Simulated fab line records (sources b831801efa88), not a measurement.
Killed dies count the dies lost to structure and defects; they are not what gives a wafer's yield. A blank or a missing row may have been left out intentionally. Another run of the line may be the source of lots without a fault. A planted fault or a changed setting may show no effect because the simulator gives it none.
fab line records -- flow sky130
[record] lots = 6, wafers = 18, lastDay = 50
route steps=708 shown METAL2@485
lots that met no fault: from a run of the same line without faults
startH: hours from the record's first day to the start of the lot's first wafer shown -- waitH: time in hours since the lot's previous step -- " same as the row above -- L1.1+2: several wafers, shown together as one row -- - no value, or no start given -- * or withheld: withheld -- < > ~ a bound
route shown NAME@n: NAME is a module with steps in the file, n the number in the route of the first one -- usual: average and standard deviation across the fault-free wafers -- same: alike in all rows -- chamber/n: place in a boat -- sites: readings site by site -- _std_site: standard deviation across them -- _edge_site: inner sites' mean taken away from outer sites' mean -- radiusMm: how far each site lies from the wafer's centre -- mask NAME#n: copy n -- behind: the last tool/chamber to shape the wafer -- hold: the reason the lot was held/the length of the hold in hours/how it ended -- device: the n, p or np transistor that did not switch -- end of line: the route-end tests of the same wafers -- where a step has no rows: the recipe by itself -- killed: at the first sort, the dies lost to defects and structure; wafer yield is something else -- map: shows each die of a wafer: x if killed, . if not, _ if none is there
set.NAME: the setting as run; set.NAME@STEP: as run at that earlier step -- model.NAME: the simulator's own value behind a step, which no gauge read
certain route steps with their lots: each step a table, each wafer a row
services: when a tool's chamber went out of use (startH, in hours from the record's first day, below 0 if earlier), for how many hours, and the reason
[[steps]]
[step SKY_METAL2_SPUTTER_02]
[recipe] material = AlCu, targetThkNm = 250, powerW = 10600, timeS = 13.3, chamberPressurePa = 0.4
[usual] cathodeDcPowerW = 10600/1.6, chamberPressurePa = 0.4000/0.00081, throttleValvePct = 30.2/0.96
lot.wafer,tool,chamber,startH,waitH,cathodeDcPowerW,chamberPressurePa,throttleValvePct
L943.2,pvdSputter-01,-,802.58,0.0,10602,0.4008,30.4
L943.3,pvdSputter-01,-,802.58,0.0,10599,0.3995,30.8
L943.5,pvdSputter-01,-,802.58,0.0,10600,0.3994,30.4
L949.2,pvdSputter-02,-,854.36,0.0,10598,0.4009,29.7
L949.4,pvdSputter-02,-,854.36,0.0,10600,0.3997,30.6
L949.5,pvdSputter-02,-,854.36,0.0,10602,0.4014,29.4
L956.1,pvdSputter-02,-,904.90,0.0,10601,0.3984,29.3
L956.2,pvdSputter-02,-,904.90,0.0,10597,0.4003,30.7
L956.4,pvdSputter-02,-,904.90,0.0,10599,0.3997,31.9
L957.3,pvdSputter-01,-,913.93,0.0,10600,0.3990,30.6
L957.4,pvdSputter-01,-,913.93,0.0,10598,0.3988,29.4
L957.5,pvdSputter-01,-,913.93,0.0,10597,0.4000,30.8
L963.2,pvdSputter-01,-,947.70,0.0,10600,0.4008,30.8
L963.3,pvdSputter-01,-,947.70,0.0,10599,0.4003,29.6
L963.5,pvdSputter-01,-,947.70,0.0,10600,0.3996,29.3
L964.2,pvdSputter-04,-,960.61,0.0,10600,0.4015,29.0
L964.4,pvdSputter-04,-,960.61,0.0,10600,0.3995,28.5
L964.5,pvdSputter-04,-,960.61,0.0,10599,0.3989,29.5
[step SKY_METAL2_SPUTTER_03]
[recipe] material = Ti, targetThkNm = 5, powerW = 3000, timeS = 3.3, chamberPressurePa = 0.4
[usual] cathodeDcPowerW = 3000.0/0.57, chamberPressurePa = 0.4000/0.00072, throttleValvePct = 30.2/0.95
lot.wafer,tool,chamber,startH,waitH,cathodeDcPowerW,chamberPressurePa,throttleValvePct
L943.2,pvdSputter-01,-,802.60,0.0,3000.3,0.3993,30.8
L943.3,pvdSputter-01,-,802.60,0.0,2999.3,0.3998,30.3
L943.5,pvdSputter-01,-,802.60,0.0,3000.0,0.4001,30.6
L949.2,pvdSputter-02,-,854.38,0.0,2999.7,0.4013,29.7
L949.4,pvdSputter-02,-,854.38,0.0,3000.2,0.3997,30.7
L949.5,pvdSputter-02,-,854.38,0.0,2999.9,0.4009,29.7
L956.1,pvdSputter-02,-,904.93,0.0,3000.7,0.3991,29.4
L956.2,pvdSputter-02,-,904.93,0.0,3001.4,0.3991,30.8
L956.4,pvdSputter-02,-,904.93,0.0,3000.6,0.4002,31.9
L957.3,pvdSputter-01,-,913.95,0.0,3000.4,0.4003,30.6
L957.4,pvdSputter-01,-,913.95,0.0,2999.8,0.4001,29.4
L957.5,pvdSputter-01,-,913.95,0.0,3000.1,0.3996,30.7
L963.2,pvdSputter-01,-,947.73,0.0,3000.4,0.3995,30.9
L963.3,pvdSputter-01,-,947.73,0.0,3000.3,0.4007,29.3
L963.5,pvdSputter-01,-,947.73,0.0,2999.0,0.3986,29.3
L964.2,pvdSputter-04,-,960.63,0.0,2999.3,0.4009,29.2
L964.4,pvdSputter-04,-,960.63,0.0,3000.1,0.3994,28.8
L964.5,pvdSputter-04,-,960.63,0.0,2999.3,0.4000,29.6
[step SKY_METAL2_SPUTTER_04]
[recipe] material = TiN, targetThkNm = 70, powerW = 6500, timeS = 58.3, chamberPressurePa = 0.4
[usual] cathodeDcPowerW = 6500.1/1.1, chamberPressurePa = 0.3999/0.00077, throttleValvePct = 30.2/0.94
lot.wafer,tool,chamber,startH,waitH,cathodeDcPowerW,chamberPressurePa,throttleValvePct
L943.2,pvdSputter-01,-,802.62,0.0,6499.3,0.3993,30.7
L943.3,pvdSputter-01,-,802.62,0.0,6499.7,0.4006,30.6
L943.5,pvdSputter-01,-,802.62,0.0,6500.8,0.4000,30.3
L949.2,pvdSputter-02,-,854.40,0.0,6499.9,0.3999,29.8
L949.4,pvdSputter-02,-,854.40,0.0,6502.5,0.4001,30.7
L949.5,pvdSputter-02,-,854.40,0.0,6501.9,0.3993,29.6
L956.1,pvdSputter-02,-,904.94,0.0,6500.2,0.3998,29.2
L956.2,pvdSputter-02,-,904.94,0.0,6502.0,0.3996,30.6
L956.4,pvdSputter-02,-,904.94,0.0,6501.4,0.3997,32.2
L957.3,pvdSputter-01,-,913.97,0.0,6499.5,0.4004,30.5
L957.4,pvdSputter-01,-,913.97,0.0,6501.2,0.4010,29.4
L957.5,pvdSputter-01,-,913.97,0.0,6499.4,0.3985,30.6
L963.2,pvdSputter-01,-,947.75,0.0,6503.1,0.4004,30.8
L963.3,pvdSputter-01,-,947.75,0.0,6498.3,0.3999,29.4
L963.5,pvdSputter-01,-,947.75,0.0,6499.2,0.4005,29.3
L964.2,pvdSputter-04,-,960.65,0.0,6499.4,0.3993,28.9
L964.4,pvdSputter-04,-,960.65,0.0,6500.5,0.4006,28.8
L964.5,pvdSputter-04,-,960.65,0.0,6498.8,0.4012,29.4
[step SKY_METAL2_RS_MEAS_05]
[recipe] thkMeasGauge = four-point-probe, reads = TiN_of_METAL2_SPUTTER_04+Ti_of_METAL2_SPUTTER_03+AlCu_of_METAL2_SPUTTER_02+TiN_of_METAL2_SPUTTER_01+Ti_of_METAL2_SPUTTER_00
[usual] METAL2_ALCU_RS = 0.1266/0.0013
lot.wafer,tool,chamber,startH,waitH,METAL2_ALCU_RS[ohm/sq]
L943.2,filmMetro-03,-,802.69,0.0,0.1274
L943.3,filmMetro-03,-,802.69,0.0,0.1272
L943.5,filmMetro-03,-,802.69,0.0,0.1266
L949.2,filmMetro-03,-,854.47,0.0,0.1249
L949.4,filmMetro-03,-,854.47,0.0,0.1258
L949.5,filmMetro-03,-,854.47,0.0,0.1249
L956.1,filmMetro-01,-,904.99,0.0,0.1259
L956.2,filmMetro-01,-,904.99,0.0,0.1272
L956.4,filmMetro-01,-,904.99,0.0,0.1261
L957.3,filmMetro-04,-,914.06,0.1,0.1248
L957.4,filmMetro-04,-,914.06,0.1,0.1264
L957.5,filmMetro-04,-,914.06,0.1,0.1249
L963.2,filmMetro-03,-,947.81,0.0,0.1282
L963.3,filmMetro-03,-,947.81,0.0,0.1288
L963.5,filmMetro-03,-,947.81,0.0,0.1294
L964.2,filmMetro-03,-,960.72,0.0,0.1260
L964.4,filmMetro-03,-,960.72,0.0,0.1239
L964.5,filmMetro-03,-,960.72,0.0,0.1242
[step SKY_METAL2_THK_MEAS_06]
[recipe] thkMeasGauge = xrf, reads = AlCu_of_METAL2_SPUTTER_02
[usual] METAL2_ALCU_THK = 252.1/2.9
lot.wafer,tool,chamber,startH,waitH,METAL2_ALCU_THK[nm]
L943.2,filmMetro-03,-,802.80,0.1,251.8
L943.3,filmMetro-03,-,802.80,0.1,251.1
L943.5,filmMetro-03,-,802.80,0.1,250.9
L949.2,filmMetro-03,-,854.58,0.1,254.8
L949.4,filmMetro-03,-,854.58,0.1,254.9
L949.5,filmMetro-03,-,854.58,0.1,258.1
L956.1,filmMetro-01,-,905.11,0.1,252.6
L956.2,filmMetro-01,-,905.11,0.1,250.3
L956.4,filmMetro-01,-,905.11,0.1,251.8
L957.3,filmMetro-04,-,914.16,0.1,256.9
L957.4,filmMetro-04,-,914.16,0.1,253.5
L957.5,filmMetro-04,-,914.16,0.1,257.4
L963.2,filmMetro-03,-,947.92,0.1,250.9
L963.3,filmMetro-03,-,947.92,0.1,248.4
L963.5,filmMetro-03,-,947.92,0.1,246.4
L964.2,filmMetro-03,-,960.83,0.1,253.8
L964.4,filmMetro-03,-,960.83,0.1,254.1
L964.5,filmMetro-03,-,960.83,0.1,253.4
[step SKY_METAL2_DEHYDRATE_07]
[recipe] tempC = 200, timeS = 60
[step SKY_METAL2_HMDS_08]
[recipe] primeTimeS = 60, primeTempC = 120
[step SKY_METAL2_COAT_09]
[recipe] resist = BARC, tempC = withheld, timeS = withheld, spinRpm = 3000, resistThkNm = 60
[step SKY_METAL2_COAT_10]
[recipe] resist = KrF-thick, spinRpm = 3000, resistThkNm = 450
[step SKY_METAL2_SOFTBAKE_11]
[recipe] tempC = 100, timeS = 90, resist = KrF-thick
[step SKY_METAL2_EXPOSE_12]
[recipe] maskId = MM2, na = 0.8, sourceShape = annular, sigmaInner = 0.55, sigmaOuter = 0.85, targetCdNm = 140, doseMj = 28
[step SKY_METAL2_PEB_13]
[recipe] pebTempC = withheld, pebTimeS = withheld, resist = KrF-thick
[step SKY_METAL2_DEVELOP_14]
[recipe] developTimeS = 61.34, resist = KrF-thick, devTempC = 21
[usual] chillPlateTempC = 23.00/0.099, developTimeS = 61.34/0
lot.wafer,tool,chamber,startH,waitH,chillPlateTempC,developTimeS,model.KrF-thick_of_METAL2_COAT_10.thkNm
L943.2,lithoTrack-04,0,827,-,22.98,61.34,439.4
L943.3,lithoTrack-04,0,827,-,23.06,61.34,438.2
L943.5,lithoTrack-04,0,827,-,22.99,61.34,438.4
L949.2,lithoTrack-01,0,880,-,23.22,61.34,436.3
L949.4,lithoTrack-01,0,880,-,22.98,61.34,436.5
L949.5,lithoTrack-01,0,880,-,23.04,61.34,436.6
L956.1,lithoTrack-04,-,929,-,-,-,448.6
L956.2,lithoTrack-04,-,929,-,-,-,450.8
L956.4,lithoTrack-04,-,929,-,-,-,450.9
L957.3,lithoTrack-04,-,938,-,-,-,450.6
L957.4,lithoTrack-04,-,938,-,-,-,452
L957.5,lithoTrack-04,-,938,-,-,-,451.4
L963.2,lithoTrack-04,0,971,-,23.01,61.34,434.3
L963.3,lithoTrack-04,0,971,-,22.91,61.34,434
L963.5,lithoTrack-04,0,971,-,22.84,61.34,434.5
L964.2,lithoTrack-01,0,984,-,23.02,61.34,434.8
L964.4,lithoTrack-01,0,984,-,23.09,61.34,436
L964.5,lithoTrack-01,0,984,-,22.85,61.34,435.2
[step SKY_METAL2_CD_MEAS_15]
[recipe] targetCdNm = 140
[usual] cdNm = 139.9/1.5
lot.wafer,tool,chamber,startH,waitH,cdNm
L943.2,cdSem-01,-,828.11,-,140.7
L943.3,cdSem-01,-,828.11,-,141.7
L943.5,cdSem-01,-,828.11,-,139.3
L949.2,cdSem-01,-,880.34,-,140.4
L949.4,cdSem-01,-,880.34,-,142.7
L949.5,cdSem-01,-,880.34,-,141.6
L956.1,cdSem-01,-,929.46,-,-
L956.2,cdSem-01,-,929.46,-,-
L956.4,cdSem-01,-,929.46,-,-
L957.3,cdSem-01,-,939.06,-,-
L957.4,cdSem-01,-,939.06,-,-
L957.5,cdSem-01,-,939.06,-,-
L963.2,cdSem-02,-,971.84,-,140.5
L963.3,cdSem-02,-,971.84,-,141.6
L963.5,cdSem-02,-,971.84,-,143.0
L964.2,cdSem-01,-,984.19,-,137.8
L964.4,cdSem-01,-,984.19,-,139.3
L964.5,cdSem-01,-,984.19,-,137.9
[[services]]
tool,chamber,startH,hours,kind
pvdSputter-02,-,794.24,9.0,repair
pvdSputter-01,-,803.65,39.1,repair
pvdSputter-04,-,807.32,8.4,repair
pvdSputter-04,3,832.59,-,consumableReplace:kit
pvdSputter-04,3,832.59,18.0,scheduledDown
pvdSputter-04,3,832.59,18.0,ventCycle
pvdSputter-04,-,840.32,3.3,repair
pvdSputter-04,-,854.22,1.9,repair
pvdSputter-02,3,856.80,-,consumableReplace:kit
pvdSputter-02,3,856.80,18.0,scheduledDown
pvdSputter-02,3,856.80,18.0,ventCycle
pvdSputter-01,0,917.02,-,consumableReplace:kit
pvdSputter-01,0,917.02,18.0,scheduledDown
pvdSputter-01,0,917.02,18.0,ventCycle
pvdSputter-02,-,924.27,0.6,repair
pvdSputter-02,-,928.96,2.4,repair
pvdSputter-04,-,943.92,1.2,repair
[[key]]
[firstSign] step = SKY_METAL2_DEVELOP_14, reading = toolRecord, direction = missing
effect none on later readings
[modelEffect] step = SKY_METAL2_DEVELOP_14, value = KrF-thick_of_METAL2_COAT_10.thkNm, without = 436.6, struck = 450.7
metAt SKY_METAL2_DEVELOP_14
struckWafers L956.1,L956.2,L956.4,L957.3,L957.4,L957.5
laterRowsLeftOut L956.1,L956.2,L956.4,L957.3,L957.4,L957.5
sortLeftOut L956.1,L956.2,L956.4,L957.3,L957.4,L957.5
onsetBetween 827 929
[fault] kind = skippedStepWhole, tool = lithoTrack-04, chamber = -, onsetH = 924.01, steps = SKY_METAL2_DEVELOP_14, scope = struckLotsOnly
// sortLeftOut: the simulated sort isn't trusted on such a fault, so these wafers' sort isn't shown, and their yield isn't known
// laterRowsLeftOut: the simulator's readings of these wafers behind a module that went badly wrong aren't trusted and aren't shown, but for the sort
